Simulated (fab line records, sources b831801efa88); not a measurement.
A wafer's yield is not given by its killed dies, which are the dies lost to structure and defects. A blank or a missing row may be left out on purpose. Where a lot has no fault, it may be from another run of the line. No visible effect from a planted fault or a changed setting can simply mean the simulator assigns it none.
fab line records	flow sky130
record: lots: 15	wafers: 45	lastDay: 50
route steps=708 shown SONOS_ONO@180 METAL1@436 VIA1@472 VIA3@574
lots untouched by any fault: they come from a run of this same line in which no faults occurred
startH: hours from the record's first day to the start of the lot's first wafer shown	waitH: time in hours since the lot's previous step	" unchanged from the row above	L1.1+2: a row that stands for several wafers	- no value, or no start was given	* or withheld: withheld	< > ~ a bound
route shown NAME@n: a module of which the file shows steps, and the number in the route of the first	usual: mean/standard deviation taken from wafers without a fault	same: alike in all rows	chamber/n: place in a boat	sites: the reading at each site	_std_site: their standard deviation	_edge_site: inner sites' mean taken away from outer sites' mean	radiusMm: how far each site lies from the wafer's centre	mask NAME#n: copy n	behind: the last tool/chamber to shape the wafer	hold: what put the lot on hold/how long, in hours/how the hold closed	device: whichever transistor did not switch (one of n, p or np)	end of line: the route-end tests of the same wafers	step lacking rows: just its recipe	killed: at the first sort, the dies lost to defects and structure; wafer yield is something else	map: the dies of a wafer, with x for killed, . for not killed, _ for no die there
set.NAME: the run value of the setting; set.NAME@STEP: its run value at that earlier step	model.NAME: the simulator's own value behind a step, which no gauge read
one table for each step of the route and one row for each wafer, over a sample of lots
services: a tool's chamber out of use, with start hour (startH, from the record's first day; less than 0 if before it), hours out, and reason
== steps ==
step: SKY_SONOS_ONO_DEVELOP_12
recipe: developTimeS: 60	devTempC: 23
usual: chillPlateTempC: 23.03/0.11	developTimeS: 60/0	developerTempC: 22.99/0.087
lot.wafer	tool	chamber	startH	waitH	chillPlateTempC	developTimeS	developerTempC
L515.3	lithoTrack-01	0	298.92	0.1	23.23	60	23.04
L515.5	"	0	"	"	23.22	60	23.02
L515.6	"	0	"	"	23.29	60	22.99
L517.2	lithoTrack-04	0	307.48	0.1	23.10	60	22.83
L517.3	"	0	"	"	23.02	60	23.00
L517.4	"	0	"	"	22.92	60	22.97
L518.2	lithoTrack-04	0	310.38	0.1	23.12	60	22.99
L518.4	"	0	"	"	22.98	60	22.91
L518.6	"	0	"	"	23.19	60	23.08
L519.1	lithoTrack-02	0	321.36	0.1	22.99	60	23.03
L519.3	"	0	"	"	23.03	60	23.14
L519.6	"	0	"	"	23.11	60	23.05
L520.1	lithoTrack-04	0	327.91	0.1	22.83	60	23.02
L520.2	"	0	"	"	22.97	60	22.92
L520.4	"	0	"	"	22.98	60	22.98
L521.1	lithoTrack-04	0	335.31	0.1	22.90	60	23.13
L521.2	"	0	"	"	22.98	60	22.95
L521.5	"	0	"	"	22.97	60	22.95
L522.1	lithoTrack-01	0	344.12	0.1	23.17	60	23.06
L522.5	"	0	"	"	23.19	60	22.92
L522.6	"	0	"	"	23.17	60	23.09
L524.4	lithoTrack-02	0	359.23	0.1	23.02	60	23.00
L524.5	"	0	"	"	23.07	60	23.09
L524.6	"	0	"	"	23.14	60	22.86
L525.1	lithoTrack-02	0	370.21	0.1	22.90	60	23.06
L525.3	"	0	"	"	22.97	60	23.04
L525.4	"	0	"	"	23.08	60	23.01
L526.3	lithoTrack-02	0	385.81	0.1	22.99	60	22.94
L526.5	"	0	"	"	23.10	60	23.07
L526.6	"	0	"	"	23.01	60	23.09
L528.1	lithoTrack-02	-	402.76	0.1	-	-	-
L528.3	"	-	"	"	-	-	-
L528.4	"	-	"	"	-	-	-
L529.2	lithoTrack-04	-	412.18	0.1	-	-	-
L529.3	"	-	"	"	-	-	-
L529.4	"	-	"	"	-	-	-
L530.1	lithoTrack-04	-	422.15	0.1	-	-	-
L530.4	"	-	"	"	-	-	-
L530.6	"	-	"	"	-	-	-
L533.3	lithoTrack-01	0	442.97	0.1	23.00	60	23.09
L533.4	"	0	"	"	22.95	60	22.97
L533.6	"	0	"	"	22.87	60	22.94
L537.3	lithoTrack-04	0	471.00	0.1	23.03	60	22.91
L537.5	"	0	"	"	22.98	60	22.93
L537.6	"	0	"	"	22.98	60	22.89
step: SKY_METAL1_SPUTTER_02
recipe: material: AlCu	targetThkNm: 250	powerW: 10600	timeS: 13.3	chamberPressurePa: 0.4
usual: cathodeDcPowerW: 10600/1.9	throttleValvePct: 29.8/0.92
lot.wafer	tool	chamber	startH	waitH	cathodeDcPowerW	throttleValvePct
L515.3	pvdSputter-01	-	753.67	0.0	10602	28.3
L515.5	"	-	"	"	10598	29.9
L515.6	"	-	"	"	10600	30.2
L517.2	pvdSputter-03	-	761.82	0.0	10600	30.4
L517.3	"	-	"	"	10598	30.5
L517.4	"	-	"	"	10602	29.9
L518.2	pvdSputter-01	-	768.03	0.0	10598	30.0
L518.4	"	-	"	"	10597	30.0
L518.6	"	-	"	"	10602	30.2
L519.1	pvdSputter-02	-	779.69	0.0	10601	28.2
L519.3	"	-	"	"	10599	27.6
L519.6	"	-	"	"	10600	30.3
L520.1	pvdSputter-01	-	787.19	0.0	10599	29.9
L520.2	"	-	"	"	10603	28.2
L520.4	"	-	"	"	10599	29.9
L521.1	pvdSputter-01	-	792.02	0.0	10600	29.8
L521.2	"	-	"	"	10601	28.3
L521.5	"	-	"	"	10601	29.8
L522.1	pvdSputter-01	-	798.39	0.0	10600	29.6
L522.5	"	-	"	"	10598	30.2
L522.6	"	-	"	"	10600	29.9
L524.4	pvdSputter-03	-	813.84	0.0	10603	30.6
L524.5	"	-	"	"	10603	30.1
L524.6	"	-	"	"	10600	30.8
L525.1	pvdSputter-02	-	823.33	0.0	10600	30.5
L525.3	"	-	"	"	10601	30.5
L525.4	"	-	"	"	10600	27.8
L526.3	pvdSputter-03	-	838.80	0.0	10601	30.2
L526.5	"	-	"	"	10602	30.5
L526.6	"	-	"	"	10605	30.6
L533.3	pvdSputter-02	-	888.05	0.0	10600	30.2
L533.4	"	-	"	"	10601	27.8
L533.6	"	-	"	"	10600	28.3
L537.3	pvdSputter-02	-	908.22	0.0	10598	30.0
L537.5	"	-	"	"	10600	30.5
L537.6	"	-	"	"	10599	30.1
step: SKY_VIA1_ETCH_14
recipe: chemistry: N2/H2	target: BARC	ionEnergyEv: 200	sourceW: 500	biasW: 100	pressureMtorr: 30	n2FlowSccm: 100	h2FlowSccm: 200	stopOn: SiO2	timeS: 45.9	targetDepthA: 600
usual: biasW: 100.04/0.28	drypumpMotorCurrentA: 5.7/0.52	oesProductAu: 0.855/0.0046	throttleValvePct: 13.224/0.009
lot.wafer	tool	chamber	startH	waitH	biasW	drypumpMotorCurrentA	oesProductAu	rfHoursCounterH	throttleValvePct
L515.3	rieDiel-03	2	808.76	0.0	99.86	5.1	0.854	16	13.231
L515.5	"	3	"	"	99.97	4.6	0.860	-	13.218
L515.6	"	0	"	"	99.90	6.6	0.855	-	13.218
L517.2	rieDiel-03	1	817.65	0.0	100.12	5.8	0.851	11	13.231
L517.3	"	3	"	"	99.85	4.6	0.856	25	13.225
L517.4	"	2	"	"	100.04	5.1	0.856	16	13.215
L518.2	rieDiel-02	1	822.88	0.0	100.23	5.9	0.849	0	13.242
L518.4	"	1	"	"	100.30	5.9	0.857	-	13.224
L518.6	"	2	"	"	100.28	5.8	0.856	-	13.228
L519.1	rieDiel-03	0	834.53	0.0	100.10	6.6	0.846	2	13.215
L519.3	"	1	"	"	99.66	5.8	0.851	12	13.221
L519.6	"	3	"	"	100.51	4.6	0.858	-	13.225
L520.1	rieDiel-02	2	841.85	0.0	100.03	5.8	0.849	6	13.226
L520.2	"	3	"	"	100.41	6.0	0.854	2	13.216
L520.4	"	1	"	"	100.02	5.9	0.850	1	13.237
L521.1	rieDiel-02	0	846.81	0.0	99.99	6.0	0.848	0	13.225
L521.2	"	1	"	"	100.06	5.9	0.856	1	13.242
L521.5	"	1	"	"	99.95	5.9	0.858	-	13.206
L522.1	rieDiel-01	2	852.85	0.0	100.41	5.1	0.848	25	13.238
L522.5	"	2	"	"	100.13	5.1	0.847	-	13.227
L522.6	"	3	"	"	100.06	5.7	0.851	-	13.236
L524.4	rieDiel-03	2	867.90	0.0	99.90	5.1	0.855	-	13.226
L524.5	"	1	"	"	100.10	5.8	0.861	-	13.228
L524.6	"	0	"	"	99.63	6.6	0.859	-	13.215
L525.1	rieDiel-02	1	876.48	0.0	100.33	5.9	0.859	2	13.233
L525.3	"	2	"	"	99.91	5.7	0.852	7	13.218
L525.4	"	3	"	"	99.84	6.0	0.849	-	13.229
L526.3	rieDiel-02	1	892.23	0.0	100.21	5.9	0.861	2	13.218
L526.5	"	3	"	"	100.11	6.0	0.852	-	13.197
L526.6	"	2	"	"	100.57	5.8	0.863	-	13.227
L533.3	rieDiel-02	1	940.28	0.0	100.01	5.9	0.859	3	13.237
L533.4	"	2	"	"	100.11	5.8	0.866	8	13.226
L533.6	"	0	"	"	100.00	6.0	0.849	-	13.230
L537.3	rieDiel-03	3	959.88	0.0	99.65	4.6	0.857	2	13.220
L537.5	"	3	"	"	99.98	4.6	0.864	-	13.221
L537.6	"	2	"	"	100.20	5.1	0.846	-	13.220
step: SKY_VIA3_THK_MEAS_01
recipe: reads: SiO2_of_VIA3_HDPCVD_00
usual: VIA3_HDPCVD_THK: 1637/18
lot.wafer	tool	chamber	startH	waitH	VIA3_HDPCVD_THK[nm]
L515.3	filmMetro-02	-	918.87	0.1	1638
L515.5	"	-	"	"	1658
L515.6	"	-	"	"	1636
L517.2	filmMetro-01	-	928.01	0.1	1657
L517.3	"	-	"	"	1674
L517.4	"	-	"	"	1664
L518.2	filmMetro-01	-	931.47	0.1	1649
L518.4	"	-	"	"	1625
L518.6	"	-	"	"	1605
L519.1	filmMetro-02	-	943.10	0.1	1672
L519.3	"	-	"	"	1672
L519.6	"	-	"	"	1664
L520.1	filmMetro-04	-	949.62	0.1	1623
L520.2	"	-	"	"	1653
L520.4	"	-	"	"	1636
L521.1	filmMetro-04	-	955.62	0.1	1654
L521.2	"	-	"	"	1659
L521.5	"	-	"	"	1646
L522.1	filmMetro-02	-	958.92	0.1	1636
L522.5	"	-	"	"	1617
L522.6	"	-	"	"	1625
L524.4	filmMetro-02	-	976.00	0.0	1633
L524.5	"	-	"	"	1624
L524.6	"	-	"	"	1616
L525.1	filmMetro-02	-	983.69	0.1	1646
L525.3	"	-	"	"	1648
L525.4	"	-	"	"	1631
L526.3	filmMetro-02	-	997.30	0.1	1646
L526.5	"	-	"	"	1649
L526.6	"	-	"	"	1628
L533.3	filmMetro-01	-	1041.56	0.1	1629
L533.4	"	-	"	"	1624
L533.6	"	-	"	"	1621
L537.3	filmMetro-04	-	1058.87	0.1	1632
L537.5	"	-	"	"	1653
L537.6	"	-	"	"	1654
== services ==
tool	chamber	startH	hours	kind
rieDiel-03	1	279.59	5.6	repair
rieDiel-02	-	327.08	0.8	repair
rieDiel-02	3	351.90	2.9	repair
pvdSputter-01	-	363.27	2.6	repair
pvdSputter-01	-	370.88	1.7	repair
rieDiel-03	2	389.40	8.9	repair
rieDiel-03	-	515.24	2.8	pm
rieDiel-03	3	553.48	54.2	repair
pvdSputter-01	-	565.20	1.3	repair
rieDiel-03	0	594.94	2.6	repair
rieDiel-02	2	626.94	1.5	repair
rieDiel-02	-	665.56	14.6	pm
rieDiel-02	1	680.55	2.2	repair
rieDiel-02	0	708.62	7.3	repair
pvdSputter-01	-	725.85	3.6	repair
rieDiel-02	0	731.99	9.0	repair
rieDiel-03	2	743.35	11.7	repair
pvdSputter-01	-	755.98	2.7	repair
rieDiel-02	3	762.07	3.1	repair
rieDiel-03	3	826.75	6.9	repair
rieDiel-02	3	851.93	4.7	repair
rieDiel-02	0	870.23	9.8	repair
rieDiel-03	1	894.74	1.9	repair
rieDiel-03	1	909.95	8.0	repair
== key ==
firstSign: step: SKY_SONOS_ONO_DEVELOP_12	reading: toolRecord	direction: missing
effect none on later readings
metAt SKY_SONOS_ONO_DEVELOP_12
struckLots L528,L529,L530
laterRowsLeftOut L528.1,L528.3,L528.4,L529.2,L529.3,L529.4,L530.1,L530.4,L530.6
sortLeftOut L528.1,L528.3,L528.4,L529.2,L529.3,L529.4,L530.1,L530.4,L530.6
testerLeftOut L528,L529,L530
notActingAt SKY_METAL1_SPUTTER_02,SKY_VIA1_ETCH_14,SKY_VIA3_THK_MEAS_01
onsetBetween 385.81 402.76
fault: kind: skippedStepWhole	tool: lithoTrack-02,lithoTrack-04	chamber: -	onsetH: 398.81	steps: SKY_SONOS_ONO_DEVELOP_12	scope: struckLotsOnly
testerLeftOut: of these lots the tester's yield and bins aren't shown, on N5 and GAA mostly nor the transistor test; their killed dies are dies lost to structure and defects alone, not to doping, threshold or leakage, so they don't give the yield
sortLeftOut: the simulated sort isn't trusted on such a fault, so these wafers' sort isn't shown, and their yield isn't known
laterRowsLeftOut: the simulator's readings of these wafers behind a module that went badly wrong aren't trusted and aren't shown, but for the sort
